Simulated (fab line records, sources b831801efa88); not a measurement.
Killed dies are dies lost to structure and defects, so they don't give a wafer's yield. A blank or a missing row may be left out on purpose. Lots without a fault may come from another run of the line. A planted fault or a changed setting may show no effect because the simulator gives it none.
Which tool did it? | flow gf180mcu | 6 lots, 18 wafers sampled, at 1 step of a route of 602

WHAT THE GAUGES READ, wafer by wafer
GF_V4_BOW_MEAS_05.
lot  | measured     | on            | V4_BOW (um)
L932 | day 24 12:10 | film_metro-04 | 139 133 150
L935 | day 25 20:56 | film_metro-03 | 142 143 133
L938 | day 26 11:46 | film_metro-03 | 125 130 133
L941 | day 27 12:22 | film_metro-03 | 133 123 129
L949 | day 29 17:30 | film_metro-04 | 153 137 168
L951 | day 30 06:04 | film_metro-03 | 145 137 137

WHICH TOOL RAN EACH LOT (tool, then ch and the chambers of the sampled wafers, then the start)
The record holds no process step before these readings.

THE ANSWER, worked out from the rows above alone
Rule: what is usual is taken from the lots themselves. Put in order of their means at a reading, lots are off if they are a third of the lots or fewer, leave a main group of 4 or more, and stand apart from it by a gap of 3 or more times the standard deviation of the main group's means; of several such gaps the widest counts. A main group whose means are all the same, to the digits that the tables above print for the reading, isn't used. A lot without any number at a reading at which 4 lots or more have one is off too. The other lots that the step has rows for count as sound.
No lot is off at any reading shown: from this, nothing can be told.

WHAT THE SIMULATOR HAD PUT IN
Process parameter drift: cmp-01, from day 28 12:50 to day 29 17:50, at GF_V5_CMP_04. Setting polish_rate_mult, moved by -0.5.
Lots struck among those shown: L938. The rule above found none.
